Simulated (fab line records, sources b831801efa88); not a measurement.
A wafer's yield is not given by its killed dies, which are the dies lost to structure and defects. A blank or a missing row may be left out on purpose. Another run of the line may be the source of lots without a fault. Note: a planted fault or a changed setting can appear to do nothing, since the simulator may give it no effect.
Tool commonality check -- flow sky130 -- Sampled: 12 lots, 42 wafers

== REASON IT WAS OPENED ==
SKY_LDD_HVP_TW_MEAS_10, reading LDD_HVP_TW: flagged on 2 of 12 lots. Fault-free wafers read 458, with a standard deviation of 3.9.
Rule: a lot is flagged in two cases, either no wafer of it has a number, or all its wafers with numbers fall more than 4 standard deviations from that mean. The rest of the lots are taken to be sound.

lot,measured,on,"LDD_HVP_TW, wafer by wafer",flag
L675,day 21 13:43,film-metro-01,452 452 450,
L678,day 22 17:29,film-metro-04,461 458 461,
L677,day 22 17:33,film-metro-04,460 455 456,
L680,day 23 18:19,film-metro-01,455 454 455,
L683,day 24 10:38,film-metro-03,457 460 458,
L684,day 24 20:32,film-metro-03,412 411 412 410 412 414,FLAGGED
L685,day 24 23:58,film-metro-03,412 411 413 414 413 413,FLAGGED
L687,day 26 04:45,film-metro-03,460 461 460,
L693,day 28 00:19,film-metro-03,461 461 460,
L694,day 28 09:14,film-metro-03,460 461 463,
L696,day 29 00:47,film-metro-01,454 453 452,
L697,day 29 02:01,film-metro-03,456 458 459,
On average the flagged lots' numbers are 412, which is -46 against the usual, or -12 standard deviations.

== WHICH TOOL EACH LOT WENT THROUGH ==
The record holds 1 process step before the reading, out of a route of 708 steps. In each cell: the tool, then ch and the chambers that the sampled wafers went through, then the start.
lot,flag,SKY_LDD_HVP_IMPLANT_08
L675,,"implanter-03 ch 0, day 21 13:28"
L678,,"implanter-04 ch 0, day 22 17:15"
L677,,"implanter-03 ch 0, day 22 17:19"
L680,,"implanter-02 ch 0, day 23 18:05"
L683,,"implanter-02 ch 0, day 24 10:23"
L684,FLAGGED,"implanter-02 ch 0, day 24 20:18"
L685,FLAGGED,"implanter-02 ch 0, day 24 23:44"
L687,,"implanter-04 ch 0, day 26 04:31"
L693,,"implanter-04 ch 0, day 28 00:04"
L694,,"implanter-03 ch 0, day 28 09:01"
L696,,"implanter-02 ch 0, day 29 00:32"
L697,,"implanter-02 ch 0, day 29 01:46"
What the steps here do:
- SKY_LDD_HVP_IMPLANT_08
- SKY_LDD_HVP_TW_MEAS_10

== FLAGGED AGAINST TOTAL, ONE TOOL AT A TIME (gauges that did the reading follow at the end) ==
step,tool,lots run,flagged,share of the flagged lots,sound lots run after its first flagged lot
SKY_LDD_HVP_IMPLANT_08,implanter-02,6,2,all,"2 (L696,L697)"
SKY_LDD_HVP_IMPLANT_08,implanter-03,3,0,none,-
SKY_LDD_HVP_IMPLANT_08,implanter-04,3,0,none,-
SKY_LDD_HVP_TW_MEAS_10,film-metro-01,3,0,none,-
SKY_LDD_HVP_TW_MEAS_10,film-metro-03,7,2,all,"4 (L687,L693,L694,L697)"
SKY_LDD_HVP_TW_MEAS_10,film-metro-04,2,0,none,-

== THE TABLE: WHAT IT ALLOWS ==
implanter-02 at SKY_LDD_HVP_IMPLANT_08 and film-metro-03 at SKY_LDD_HVP_TW_MEAS_10 are the 2 rows of the table that ran each flagged lot.
- implanter-02 at SKY_LDD_HVP_IMPLANT_08: 2 of its 6 lots flagged. After the first flagged lot (L696, L697), sound lots still ran on it; a lasting fault on the whole tool would not permit that. Its own readings (tilt-deg) fall more than 4 standard deviations out on all wafers of the flagged lots.
- film-metro-03 at SKY_LDD_HVP_TW_MEAS_10: 2 of its 7 lots flagged. After the first flagged lot (L687, L693, L694, L697), sound lots still ran on it; a lasting fault on the whole tool would not permit that.
None of the table's rows ran every flagged lot and, after the first, no sound lot.

== WHAT WAS PUT IN BY THE SIMULATOR ==
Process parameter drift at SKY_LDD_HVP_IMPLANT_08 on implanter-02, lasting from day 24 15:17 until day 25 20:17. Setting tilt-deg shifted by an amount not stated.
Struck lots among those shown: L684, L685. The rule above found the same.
